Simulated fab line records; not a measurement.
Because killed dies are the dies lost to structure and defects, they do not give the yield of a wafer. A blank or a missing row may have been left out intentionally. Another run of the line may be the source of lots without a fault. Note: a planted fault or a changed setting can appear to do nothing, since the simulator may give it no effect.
fab line records | flow sky130
[record] lots = 12 | wafers = 36 | last-day = 50
route steps=708 shown VIA1@480 METAL2@483 VIA2@507 PAD_OPEN@708
lots untouched by any fault: they come from a run of this same line in which no faults occurred
start-h: hours from the record's first day to the start of the lot's first wafer shown | wait-h: how many hours have passed since the lot's step before this one | " as in the row above | L1.1+2: a single row standing in for several wafers | - value missing, or start not given | * or withheld: withheld | < > ~ a bound
route shown NAME@n: NAME is a module with steps in the file, n the number in the route of the first one | usual: mean and standard deviation over wafers with no fault | same: alike in all rows | chamber/n: place in a boat | sites: readings site by site | _std_site: their standard deviation | _edge_site: the outer-site mean with the inner-site mean subtracted | radius-mm: how far each site lies from the wafer's centre | mask NAME#n: copy n | behind: tool/chamber where the wafer was last shaped | hold: what put the lot on hold/how long, in hours/how the hold closed | device: names the non-switching transistor (n, p or np) | end of line: the same wafers' tests at the end of the route | a step with no rows: only its recipe | killed: not the wafer's yield, but the dies lost to structure and defects at the first sort | map: dies across one wafer; x = killed, . = not, _ = none there
set.NAME: setting as actually run; set.NAME@STEP: the setting as run at that earlier step | model.NAME: the simulator's own value behind a step, which no gauge read
one table for each step of the route and one row for each wafer, over a sample of lots
services: a tool's chamber out of use, with start hour (start-h, from the record's first day; less than 0 if before it), hours out, and reason
[[steps]]
[step SKY_VIA1_RS_MEAS_22]
[recipe] thk-meas-gauge = four-point-probe | reads = W_of_VIA1_CVD_21+TiN_of_VIA1_SPUTTER_20
[usual] VIA1_W_RS = 0.427/0.0041
lot.wafer | tool          | chamber | start-h | wait-h | VIA1_W_RS[ohm/sq]
L637.2    | film-metro-02 | -       | 822.65  | 0.1    | 0.424
L637.3    | "             | -       | "       | "      | 0.427
L637.5    | "             | -       | "       | "      | 0.427
L640.2    | film-metro-02 | -       | 828.50  | 0.1    | 0.431
L640.3    | "             | -       | "       | "      | 0.429
L640.4    | "             | -       | "       | "      | 0.432
L639.2    | film-metro-04 | -       | 829.15  | 0.1    | 0.427
L639.5    | "             | -       | "       | "      | 0.427
L639.6    | "             | -       | "       | "      | 0.426
L641.1    | film-metro-03 | -       | 835.77  | 0.1    | 0.427
L641.2    | "             | -       | "       | "      | 0.426
L641.4    | "             | -       | "       | "      | 0.425
L642.1    | film-metro-02 | -       | 836.40  | 0.1    | 0.431
L642.2    | "             | -       | "       | "      | 0.433
L642.6    | "             | -       | "       | "      | 0.433
L643.3    | film-metro-04 | -       | 853.43  | 0.1    | 0.425
L643.5    | "             | -       | "       | "      | 0.429
L643.6    | "             | -       | "       | "      | 0.426
L645.2    | film-metro-04 | -       | 866.04  | 0.1    | 0.428
L645.5    | "             | -       | "       | "      | 0.434
L645.6    | "             | -       | "       | "      | 0.429
L644.4    | film-metro-03 | -       | 867.63  | 0.1    | 0.426
L644.5    | "             | -       | "       | "      | 0.422
L644.6    | "             | -       | "       | "      | 0.424
L651.1    | film-metro-03 | -       | 919.51  | 0.1    | 0.416
L651.2    | "             | -       | "       | "      | 0.423
L651.3    | "             | -       | "       | "      | 0.421
L652.3    | film-metro-03 | -       | 921.66  | 0.1    | 0.423
L652.4    | "             | -       | "       | "      | 0.423
L652.6    | "             | -       | "       | "      | 0.426
L654.2    | film-metro-02 | -       | 934.33  | 0.1    | 0.425
L654.4    | "             | -       | "       | "      | 0.427
L654.6    | "             | -       | "       | "      | 0.429
L655.3    | film-metro-02 | -       | 944.66  | 0.1    | 0.430
L655.5    | "             | -       | "       | "      | 0.428
L655.6    | "             | -       | "       | "      | 0.426
[step SKY_METAL2_SPUTTER_00]
[recipe] material = Ti | target-thk-nm = 15 | power-w = 3000 | time-s = 10 | chamber-pressure-pa = 0.4
[usual] throttle-valve-pct = 29.4/0.88
lot.wafer | tool           | chamber | start-h | wait-h | throttle-valve-pct
L637.2    | pvd-sputter-03 | -       | 823.11  | 0.2    | 29.5
L637.3    | "              | -       | "       | "      | 30.2
L637.5    | "              | -       | "       | "      | 29.3
L640.2    | pvd-sputter-02 | -       | 828.96  | 0.2    | 27.1
L640.3    | "              | -       | "       | "      | 29.5
L640.4    | "              | -       | "       | "      | 27.2
L639.2    | pvd-sputter-04 | -       | 829.61  | 0.2    | 29.0
L639.5    | "              | -       | "       | "      | 29.9
L639.6    | "              | -       | "       | "      | 29.7
L641.1    | pvd-sputter-03 | -       | 836.25  | 0.1    | 30.2
L641.2    | "              | -       | "       | "      | 29.1
L641.4    | "              | -       | "       | "      | 29.2
L642.1    | pvd-sputter-04 | -       | 836.88  | 0.2    | 30.7
L642.2    | "              | -       | "       | "      | 29.9
L642.6    | "              | -       | "       | "      | 30.3
L643.3    | pvd-sputter-02 | -       | 853.87  | 0.2    | 30.1
L643.5    | "              | -       | "       | "      | 29.2
L643.6    | "              | -       | "       | "      | 27.3
L645.2    | pvd-sputter-04 | -       | 866.50  | 0.1    | 28.9
L645.5    | "              | -       | "       | "      | 30.5
L645.6    | "              | -       | "       | "      | 30.0
L644.4    | pvd-sputter-04 | -       | 868.05  | 0.2    | 28.6
L644.5    | "              | -       | "       | "      | 29.9
L644.6    | "              | -       | "       | "      | 28.6
L651.1    | pvd-sputter-04 | -       | 919.99  | 0.1    | 29.2
L651.2    | "              | -       | "       | "      | 29.6
L651.3    | "              | -       | "       | "      | 30.5
L652.3    | pvd-sputter-03 | -       | 922.23  | 0.1    | 29.8
L652.4    | "              | -       | "       | "      | 29.3
L652.6    | "              | -       | "       | "      | 29.8
L654.2    | pvd-sputter-04 | -       | 934.79  | 0.1    | 30.2
L654.4    | "              | -       | "       | "      | 29.8
L654.6    | "              | -       | "       | "      | 30.1
L655.3    | pvd-sputter-02 | -       | 945.49  | 0.1    | 29.4
L655.5    | "              | -       | "       | "      | 29.2
L655.6    | "              | -       | "       | "      | 30.0
[step SKY_METAL2_SPUTTER_01]
[recipe] material = TiN | target-thk-nm = 20 | power-w = 6500 | time-s = 16.7 | chamber-pressure-pa = 0.4
[usual] throttle-valve-pct = 29.4/0.88
lot.wafer | tool           | chamber | start-h | wait-h | throttle-valve-pct
L637.2    | pvd-sputter-03 | -       | 823.13  | 0.0    | 29.4
L637.3    | "              | -       | "       | "      | 30.2
L637.5    | "              | -       | "       | "      | 29.4
L640.2    | pvd-sputter-02 | -       | 828.98  | 0.0    | 27.0
L640.3    | "              | -       | "       | "      | 29.4
L640.4    | "              | -       | "       | "      | 27.1
L639.2    | pvd-sputter-04 | -       | 829.63  | 0.0    | 28.7
L639.5    | "              | -       | "       | "      | 30.2
L639.6    | "              | -       | "       | "      | 29.5
L641.1    | pvd-sputter-03 | -       | 836.27  | 0.0    | 30.2
L641.2    | "              | -       | "       | "      | 29.5
L641.4    | "              | -       | "       | "      | 29.3
L642.1    | pvd-sputter-04 | -       | 836.90  | 0.0    | 30.6
L642.2    | "              | -       | "       | "      | 30.2
L642.6    | "              | -       | "       | "      | 30.4
L643.3    | pvd-sputter-02 | -       | 853.89  | 0.0    | 29.8
L643.5    | "              | -       | "       | "      | 29.0
L643.6    | "              | -       | "       | "      | 27.2
L645.2    | pvd-sputter-04 | -       | 866.52  | 0.0    | 28.8
L645.5    | "              | -       | "       | "      | 30.5
L645.6    | "              | -       | "       | "      | 30.4
L644.4    | pvd-sputter-04 | -       | 868.07  | 0.0    | 28.8
L644.5    | "              | -       | "       | "      | 29.7
L644.6    | "              | -       | "       | "      | 29.4
L651.1    | pvd-sputter-04 | -       | 920.01  | 0.0    | 29.3
L651.2    | "              | -       | "       | "      | 30.0
L651.3    | "              | -       | "       | "      | 30.4
L652.3    | pvd-sputter-03 | -       | 922.25  | 0.0    | 29.9
L652.4    | "              | -       | "       | "      | 29.2
L652.6    | "              | -       | "       | "      | 29.2
L654.2    | pvd-sputter-04 | -       | 934.81  | 0.0    | 30.1
L654.4    | "              | -       | "       | "      | 29.7
L654.6    | "              | -       | "       | "      | 30.1
L655.3    | pvd-sputter-02 | -       | 945.51  | 0.0    | 29.6
L655.5    | "              | -       | "       | "      | 29.4
L655.6    | "              | -       | "       | "      | 30.2
[step SKY_VIA2_HDPCVD_00]
[recipe] material = SiO2 | target-thk-nm = 1180 | sigma-open-frac = 0.3 | time-s = 196.7 | temp-c = 400 | sih4-flow-sccm = 60 | pressure-mtorr = 6
lot.wafer  | tool      | chamber | start-h | wait-h
L637.2+3+5 | hdpcvd-01 | 0       | 850.73  | 0.0
L640.2+3+4 | hdpcvd-01 | 2,1,1   | 855.79  | 0.0
L639.2+5+6 | hdpcvd-02 | 1,0,2   | 857.00  | 0.0
L641.1+2+4 | hdpcvd-02 | 0,1,1   | 863.44  | 0.0
L642.1+2+6 | hdpcvd-01 | 0,2,1   | 864.15  | 0.0
L643.3+5+6 | hdpcvd-02 | 0,2,1   | 880.90  | 0.0
L643.3+5+6 | hdpcvd-02 | 0,2,1   | 881.19  | 0.2
L645.2+5+6 | hdpcvd-01 | 0,0,1   | 894.03  | 0.0
L645.2+5+6 | hdpcvd-01 | 0,0,1   | 894.32  | 0.2
L644.4+5+6 | hdpcvd-02 | 2,0,1   | 895.27  | 0.1
L651.1+2+3 | hdpcvd-02 | 0,2,1   | 945.64  | 0.0
L652.3+4+6 | hdpcvd-02 | 2,1,2   | 948.46  | 0.0
L652.3+4+6 | hdpcvd-02 | 2,1,2   | 948.75  | 0.2
L654.2+4+6 | hdpcvd-02 | 0,0,2   | 960.75  | 0.0
L655.3+5+6 | hdpcvd-02 | 1,2,1   | 970.65  | 0.0
[step SKY_VIA2_THK_MEAS_01]
[recipe] reads = SiO2_of_VIA2_HDPCVD_00
[usual] VIA2_HDPCVD_THK = 1179/13
lot.wafer | tool          | chamber | start-h | wait-h | VIA2_HDPCVD_THK[nm]
L637.2    | film-metro-04 | -       | 850.93  | 0.1    | 1200
L637.3    | "             | -       | "       | "      | 1187
L637.5    | "             | -       | "       | "      | 1191
L640.2    | film-metro-01 | -       | 855.92  | 0.1    | 1150
L640.3    | "             | -       | "       | "      | 1170
L640.4    | "             | -       | "       | "      | 1158
L639.2    | film-metro-01 | -       | 857.14  | 0.1    | 1186
L639.5    | "             | -       | "       | "      | 1195
L639.6    | "             | -       | "       | "      | 1188
L641.1    | film-metro-01 | -       | 863.56  | 0.1    | 1203
L641.2    | "             | -       | "       | "      | 1195
L641.4    | "             | -       | "       | "      | 1199
L642.1    | film-metro-04 | -       | 864.28  | 0.1    | 1162
L642.2    | "             | -       | "       | "      | 1172
L642.6    | "             | -       | "       | "      | 1171
L643.3    | film-metro-04 | -       | 881.34  | 0.1    | 2402
L643.5    | "             | -       | "       | "      | 2361
L643.6    | "             | -       | "       | "      | 2380
L645.2    | film-metro-03 | -       | 894.46  | 0.1    | 2338
L645.5    | "             | -       | "       | "      | 2350
L645.6    | "             | -       | "       | "      | 2346
L644.4    | film-metro-04 | -       | 895.36  | 0.0    | 1147
L644.5    | "             | -       | "       | "      | 1201
L644.6    | "             | -       | "       | "      | 1174
L651.1    | film-metro-03 | -       | 945.76  | 0.1    | 1191
L651.2    | "             | -       | "       | "      | 1181
L651.3    | "             | -       | "       | "      | 1181
L652.3    | film-metro-01 | -       | 948.90  | 0.1    | 2334
L652.4    | "             | -       | "       | "      | 2348
L652.6    | "             | -       | "       | "      | 2340
L654.2    | film-metro-03 | -       | 960.89  | 0.1    | 1195
L654.4    | "             | -       | "       | "      | 1186
L654.6    | "             | -       | "       | "      | 1178
L655.3    | film-metro-03 | -       | 970.80  | 0.1    | 1183
L655.5    | "             | -       | "       | "      | 1177
L655.6    | "             | -       | "       | "      | 1167
[step SKY_PAD_OPEN_PROBE_99]
[usual] defect-limited-yield = 82.4/2 | killed_at_M0_to_M3 = 43/6.8 | killed_at_M4_up = 3.1/1.8 | killed-at-contacts = 25/5.8 | killed-at-front-end = 15/4.2 | killed-at-other = 0.3/0.5 | killed-dies = 87/9.7 | killed-open = 47/7.3 | killed-short = 39/6.6 | sort_bin_3_pad_short = 0.9/0.37 | sort_bin_5_function = 10.4/1.4 | sort_bin_6_memory = 6.3/1.1 | sort-n-pass = 405/9.7 | sort-yield-pct = 82.4/2
[same] gross-dies = 492 | killed-at-back-side = 0 | sort_bin_4_leakage[%] = 0 | sort_bin_8_speed[%] = 0
lot.wafer | tool      | chamber | start-h | wait-h | defect-limited-yield[%] | killed_at_M0_to_M3 | killed_at_M4_up | killed-at-contacts | killed-at-front-end | killed-at-other | killed-dies | killed-open | killed-short | sort_bin_3_pad_short[%] | sort_bin_5_function[%] | sort_bin_6_memory[%] | sort-n-pass | sort-yield-pct[%]
L651.1    | prober-01 | -       | 1173.74 | 0.1    | 82.1                    | 49                 | 3               | 22                 | 14                  | 0               | 88          | 41          | 47           | 0.8                     | 10.6                   | 6.5                  | 404         | 82.1
L651.2    | prober-01 | -       | 1173.79 | 0.1    | 80.9                    | 46                 | 4               | 29                 | 15                  | 0               | 94          | 50          | 44           | 0.8                     | 10.4                   | 7.9                  | 398         | 80.9
L651.3    | prober-01 | -       | 1173.84 | 0.2    | 83.5                    | 42                 | 4               | 21                 | 14                  | 0               | 81          | 37          | 44           | 1.0                     | 10.0                   | 5.5                  | 411         | 83.5
L652.3    | prober-02 | -       | 1175.59 | 0.2    | 77.6                    | 51                 | 5               | 32                 | 22                  | 0               | 110         | 71          | 39           | 1.4                     | 12.2                   | 8.7                  | 382         | 77.6
L652.4    | prober-02 | -       | 1175.64 | 0.2    | 78.5                    | 53                 | 5               | 27                 | 21                  | 0               | 106         | 65          | 41           | 1.2                     | 12.6                   | 7.7                  | 386         | 78.5
L652.6    | prober-02 | -       | 1175.74 | 0.2    | 80.7                    | 39                 | 5               | 32                 | 19                  | 0               | 95          | 58          | 37           | 0.8                     | 12.0                   | 6.5                  | 397         | 80.7
// killed by level:class
L651.1 VIA1:geometric-particle:short=11 VIA1:geometric-particle:open=11 CONTACT:geometric-particle:open=6 METAL1:geometric-particle:short=5 LI_CONTACT:geometric-particle:open=5 CONTACT:geometric-particle:short=5 VIA2:geometric-particle:open=5 VIA2:geometric-particle:short=4
L651.2 CONTACT:geometric-particle:open=10 VIA3:geometric-particle:open=10 LI_CONTACT:geometric-particle:open=8 VIA2:geometric-particle:open=5 VIA3:geometric-particle:short=5 LI_CONTACT:geometric-particle:short=4 LOCAL_INTERCONNECT:geometric-particle:short=4 VIA1:geometric-particle:open=4
L651.3 CONTACT:geometric-particle:open=8 METAL2:geometric-particle:short=7 VIA1:geometric-particle:short=7 CONTACT:geometric-particle:short=6 VIA2:geometric-particle:open=5 VIA1:geometric-particle:open=5 LI_CONTACT:geometric-particle:open=4 METAL1:geometric-particle:short=4
L652.3 CONTACT:geometric-particle:open=14 LI_CONTACT:geometric-particle:open=13 VIA1:geometric-particle:open=13 FIELD_ISO:geometric-particle:open=9 VIA3:geometric-particle:open=8 POLY_GATE:geometric-particle:short=6 VIA2:geometric-particle:open=6 METAL1:geometric-particle:short=5
L652.4 VIA1:geometric-particle:open=17 LI_CONTACT:geometric-particle:open=10 VIA3:geometric-particle:open=9 VIA2:geometric-particle:open=9 CONTACT:geometric-particle:open=7 POLY_GATE:geometric-particle:open=6 CONTACT:geometric-particle:short=6 METAL2:geometric-particle:short=6
L652.6 VIA1:geometric-particle:open=13 CONTACT:geometric-particle:open=12 FIELD_ISO:geometric-particle:short=6 CONTACT:geometric-particle:short=5 VIA2:geometric-particle:open=5 POLY_GATE:geometric-particle:open=4 LI_CONTACT:geometric-particle:open=4 LI_CONTACT:geometric-particle:short=4
[[services]]
tool           | chamber | start-h | hours | kind
pvd-sputter-02 | -       | 820.47  | 1.4   | repair
pvd-sputter-02 | 3       | 822.69  | -     | consumable-replace:kit
pvd-sputter-02 | 3       | 822.69  | 18.0  | scheduled-down
pvd-sputter-02 | 3       | 822.69  | 18.0  | vent-cycle
hdpcvd-01      | 1       | 846.22  | 5.1   | repair
pvd-sputter-03 | -       | 869.41  | 4.9   | repair
hdpcvd-02      | 2       | 915.90  | 3.3   | repair
pvd-sputter-02 | -       | 919.42  | 3.8   | repair
pvd-sputter-04 | -       | 944.69  | 2.5   | repair
hdpcvd-01      | -       | 950.30  | 15.0  | pm
hdpcvd-01      | 0       | 950.30  | 15.0  | vent-cycle
hdpcvd-01      | 1       | 950.30  | 15.0  | vent-cycle
hdpcvd-01      | 2       | 950.30  | 15.0  | vent-cycle
hdpcvd-02      | 2       | 953.90  | 5.2   | repair
hdpcvd-01      | 0       | 965.30  | -     | clean
hdpcvd-01      | 1       | 965.30  | -     | clean
hdpcvd-01      | 2       | 965.30  | -     | clean
hdpcvd-02      | -       | 965.30  | 2.8   | pm
[[key]]
[first-sign] step = SKY_VIA2_HDPCVD_00 | reading = visit | direction = added
[effect] step = SKY_VIA2_THK_MEAS_01 | reading = VIA2_HDPCVD_THK | direction = up | sigmas = 89 | usual = 1179 | struck = 2355
met-at SKY_VIA2_HDPCVD_00
struck-lots L643,L645,L652
not-acting-at SKY_VIA1_RS_MEAS_22,SKY_METAL2_SPUTTER_00,SKY_METAL2_SPUTTER_01
[fault] kind = repeated-step-whole | tool = hdpcvd-01,hdpcvd-02 | chamber = - | onset-h = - | steps = SKY_VIA2_HDPCVD_00 | times = 1 | scope = struck-lots-only
